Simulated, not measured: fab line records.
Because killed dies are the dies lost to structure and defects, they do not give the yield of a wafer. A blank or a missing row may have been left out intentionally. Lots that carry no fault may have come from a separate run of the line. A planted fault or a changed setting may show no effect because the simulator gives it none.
2 desks looking at one fault / flow gf180mcu / each desk has only its own numbers; what lay behind them comes last

== FROM THE METROLOGY DESK ==
What the gauges read, lot by lot, whatever tool the lot ran on: means of the sampled wafers that have a number. If a lot's mean is further than 4 standard deviations from the usual mean, the lot is out of limits and carries the mark OUT (the distance appears in the brackets).
Columns: A = STI_CVD_03_THK at GF_STI_THK_MEAS_04, usual 208.0 nm; B = cdNm at GF_PSD_CD_MEAS_07, usual 400.6 nm; C = PSD_RS at GF_PSD_RS_MEAS_15, usual 108.62 ohm/sq
lot=L734; first seen here=day 1 13:34; A=209.3; B=399.8; C=108.24
lot=L735; first seen here=day 1 18:39; A=209.5; B=397.5; C=108.89
lot=L736; first seen here=day 2 00:33; A=208.7; B=403.9; C=108.71
lot=L737; first seen here=day 2 05:22; A=210.2; B=400.7; C=108.62
lot=L739; first seen here=day 2 14:34; A=209.3; B=400.1; C=108.84
lot=L740; first seen here=day 2 20:28; A=211.4; B=402.2; C=108.69
lot=L741; first seen here=day 3 01:23; A=208.2; B=399.1; C=108.66
lot=L748; first seen here=day 4 11:35; A=222.4 (+8.5) OUT; B=399.7; C=108.21
lot=L750; first seen here=day 4 22:49; A=220.9 (+7.6) OUT; B=399.5; C=108.33
lot=L751; first seen here=day 5 02:34; A=205.9; B=400.4; C=108.87
lot=L752; first seen here=day 5 09:07; A=206.0; B=400.1; C=108.94
lot=L757; first seen here=day 6 08:43; A=209.0; B=398.3; C=108.86
This desk's result: L748, L750 out of limits, first on L748 (STI_CVD_03_THK at GF_STI_THK_MEAS_04), day 4 11:35. L734, L735, L736, L737, L739, L740, L741, L751, L752, L757 stayed within limits.

== FOR THE TOOL OWNER'S DESK: lpcvd-02 ==
The tool's own readings at GF_STI_CVD_03 (deposits Si3N4 from DCS/NH3, target thk 207.16 nm, time 3551 s): means of the sampled wafers that have a number, for each lot that ran on this tool. If a lot's mean is further than 4 standard deviations from the usual mean, the lot is out of limits and carries the mark OUT (the distance appears in the brackets).
Columns: A = spikeTcBottomC at GF_STI_CVD_03, usual 786 C
lot=L734; first seen here=day 1 11:34; A=786
lot=L735; first seen here=day 1 16:40; A=783
lot=L739; first seen here=day 2 12:34; A=783
lot=L741; first seen here=day 2 23:24; A=787
lot=L748; first seen here=day 4 09:34; A=783
lot=L750; first seen here=day 4 20:49; A=787
This desk found nothing out of limits on any of the 6 lots.

== BROUGHT TOGETHER ==
An alarm was possible from the metrology desk at day 4 11:35, on L748, L750.
Nothing out of limits was seen by the tool owner's desk.
On record at the tool owner's desk: L748, L750, within its limits.
On lpcvd-02, each named lot ran GF_STI_CVD_03.

== WHAT THE SIMULATOR HAD INSERTED ==
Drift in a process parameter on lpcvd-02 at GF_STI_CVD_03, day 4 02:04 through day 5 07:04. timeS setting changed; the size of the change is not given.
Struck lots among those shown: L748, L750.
Time in hours between the start of the fault and the first out-of-limits reading at each desk: metrology desk, 10.
